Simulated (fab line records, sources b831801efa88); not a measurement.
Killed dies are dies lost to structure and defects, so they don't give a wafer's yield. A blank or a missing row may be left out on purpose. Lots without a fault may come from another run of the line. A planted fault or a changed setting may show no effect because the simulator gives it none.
Chamber matching | flow gf180mcu | GF_PASSIVATION_ETCH_11 on rie_diel-01: 4 sister chambers
The step etches the open film in CF4/O2, stops on TiN, target depth 1800 nm, time 400 s. 4 wafers are shown with their chamber, then 10 later ones without.

WAFERS WITH THEIR CHAMBER
wafer  | chamber | throttle_valve_pct (%)
L085.3 | 2       | 5.964
L087.1 | 0       | 5.952
L092.2 | 3       | 5.959
L092.5 | 1       | 5.974

WAFERS WITHOUT THEIR CHAMBER
wafer  | throttle_valve_pct (%)
L092.6 | 5.961
L093.1 | 5.973
L093.2 | 5.950
L093.5 | 5.974
L095.2 | 5.961
L095.3 | 5.973
L095.5 | 5.961
L097.1 | 5.956
L097.2 | 5.957
L097.6 | 5.968

WHICH CHAMBER EACH WENT THROUGH
wafer  | from the rows above     | in truth
L092.6 | can't be placed: 3 or 2 | 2
L093.1 | 1                       | 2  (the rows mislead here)
L093.2 | 0                       | 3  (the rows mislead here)
L093.5 | 1                       | 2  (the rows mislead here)
L095.2 | can't be placed: 3 or 2 | 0
L095.3 | 1                       | 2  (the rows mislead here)
L095.5 | can't be placed: 3 or 2 | 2
L097.1 | can't be placed: 3 or 0 | 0
L097.2 | can't be placed: 3 or 0 | 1
L097.6 | can't be placed: 2 or 1 | 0
Placed correctly: 0 of 10. Can't be placed from these rows: 6 (the true chamber is among the candidates in 3). Placed wrongly: 4.
How it was worked out, from the rows above alone: a wafer's distance from a chamber is the root of the sum, over the readings, of the square of ((its reading less the chamber's mean) divided by the reading's scatter). The wafer belongs to the nearest chamber; if the next one is less than 2 further off, it can't be placed. A chamber's mean is the mean of its shown wafers. The scatter: with one shown wafer a chamber, the root of the mean of the squares of how far each hidden wafer lies from its nearest shown one.
